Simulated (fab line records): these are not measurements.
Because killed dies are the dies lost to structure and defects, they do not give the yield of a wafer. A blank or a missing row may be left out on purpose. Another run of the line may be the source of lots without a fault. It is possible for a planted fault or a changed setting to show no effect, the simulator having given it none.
Which tool is to blame? :: flow gf180mcu :: 12 lots with 36 wafers sampled at 2 steps, on a route of 602 steps

== WHAT THE GAUGES SHOWED, per wafer ==
GF_V5_RS_MEAS_24: measures by four-point-probe. Usual: V5_W_RS 0.3293 ohm/sq, standard deviation 0.0029.
lot: L586
measured: day 28 03:59
on: film_metro-01
V5_W_RS (ohm/sq): 0.3342 0.3334 0.3276
flag: 

lot: L587
measured: day 28 07:41
on: film_metro-01
V5_W_RS (ohm/sq): 0.3325 0.3272 0.3256
flag: 

lot: L588
measured: day 28 15:55
on: film_metro-01
V5_W_RS (ohm/sq): 0.3332 0.3317 0.3283
flag: 

lot: L589
measured: day 29 02:34
on: film_metro-02
V5_W_RS (ohm/sq): 0.3335 0.3311 0.3333
flag: 

lot: L590
measured: day 29 08:52
on: film_metro-02
V5_W_RS (ohm/sq): 0.3295 0.3261 0.3238
flag: 

lot: L591
measured: day 29 16:46
on: film_metro-01
V5_W_RS (ohm/sq): 0.3222 0.3324 0.3285
flag: 

lot: L592
measured: day 29 22:46
on: film_metro-03
V5_W_RS (ohm/sq): 0.3281 0.3280 0.3260
flag: 

lot: L593
measured: day 30 04:38
on: film_metro-03
V5_W_RS (ohm/sq): 0.3291 0.3301 0.3320
flag: 

lot: L594
measured: day 30 13:53
on: film_metro-03
V5_W_RS (ohm/sq): 0.3330 0.3316 0.3331
flag: 

lot: L596
measured: day 31 03:41
on: film_metro-02
V5_W_RS (ohm/sq): 0.3292 0.3320 0.3305
flag: 

lot: L597
measured: day 31 08:07
on: film_metro-01
V5_W_RS (ohm/sq): 0.3311 0.3366 0.3291
flag: 

lot: L606
measured: day 33 14:41
on: film_metro-03
V5_W_RS (ohm/sq): 0.3304 0.3300 0.3277
flag: 

== WHICH TOOL RAN EACH LOT (tool, then ch and the chambers of the sampled wafers, then the start) ==
lot: L586
GF_V1_CVD_02: pecvd-02 ch 0,1,2, day 18 03:07

lot: L587
GF_V1_CVD_02: pecvd-02 ch 0,2, day 18 07:26

lot: L588
GF_V1_CVD_02: pecvd-03 ch 0,1,2, day 18 18:01

lot: L589
GF_V1_CVD_02: pecvd-03 ch 1,2, day 19 05:36

lot: L590
GF_V1_CVD_02: pecvd-03 ch 0,1,2, day 19 13:30

lot: L591
GF_V1_CVD_02: pecvd-01 ch 0,2, day 20 00:19

lot: L592
GF_V1_CVD_02: pecvd-03 ch 0,1,2, day 20 09:57

lot: L593
GF_V1_CVD_02: pecvd-03 ch 0,2, day 20 14:48

lot: L594
GF_V1_CVD_02: pecvd-03 ch 1,2, day 21 05:19

lot: L596
GF_V1_CVD_02: pecvd-02 ch 1,2, day 21 20:08

lot: L597
GF_V1_CVD_02: pecvd-03 ch 1,2, day 22 02:11

lot: L606
GF_V1_CVD_02: pecvd-03 ch 0,1, day 25 02:32
- GF_V1_CVD_02: deposits SiO2 from TEOS, target thk 850 nm, time 94.851 s.

== AS READ BY THE TOOLS THEMSELVES (means over the sampled wafers that have a number; for cases with no such wafer, the mark the record gives instead) ==
GF_V1_CVD_02. Usual: heater_power_outer_w 392 W, standard deviation 76; heater_power_w 663 W, standard deviation 120.
lot: L586
tool: pecvd-02
heater_power_outer_w (W): 437
heater_power_w (W): 708
flag: 

lot: L587
tool: pecvd-02
heater_power_outer_w (W): 454
heater_power_w (W): 756
flag: 

lot: L588
tool: pecvd-03
heater_power_outer_w (W): 396
heater_power_w (W): 690
flag: 

lot: L589
tool: pecvd-03
heater_power_outer_w (W): 412
heater_power_w (W): 721
flag: 

lot: L590
tool: pecvd-03
heater_power_outer_w (W): 389
heater_power_w (W): 668
flag: 

lot: L591
tool: pecvd-01
heater_power_outer_w (W): 428
heater_power_w (W): 709
flag: 

lot: L592
tool: pecvd-03
heater_power_outer_w (W): 411
heater_power_w (W): 687
flag: 

lot: L593
tool: pecvd-03
heater_power_outer_w (W): 376
heater_power_w (W): 622
flag: 

lot: L594
tool: pecvd-03
heater_power_outer_w (W): 391
heater_power_w (W): 686
flag: 

lot: L596
tool: pecvd-02
heater_power_outer_w (W): 384
heater_power_w (W): 643
flag: 

lot: L597
tool: pecvd-03
heater_power_outer_w (W): 369
heater_power_w (W): 657
flag: 

lot: L606
tool: pecvd-03
heater_power_outer_w (W): 391
heater_power_w (W): 671
flag: 

== THE ANSWER, worked out from the rows above alone ==
Rule: a lot counts as off when the mean over its wafers that have a number is more than 3 standard deviations away from the usual mean. A lot without any number at a reading at which 4 lots or more have one is off too. Any other lot the step has rows for is counted as sound. After the gauges, taken in route order, come the tools' own readings; for these a lot's mean is taken, as printed above. The first step at which some lot is off is used, and at that step the reading that is off furthest; a lot without a number counts as furthest.
No lot is off on any of the readings shown, so nothing can be concluded from this.

== WHAT THE SIMULATOR HAD PUT IN ==
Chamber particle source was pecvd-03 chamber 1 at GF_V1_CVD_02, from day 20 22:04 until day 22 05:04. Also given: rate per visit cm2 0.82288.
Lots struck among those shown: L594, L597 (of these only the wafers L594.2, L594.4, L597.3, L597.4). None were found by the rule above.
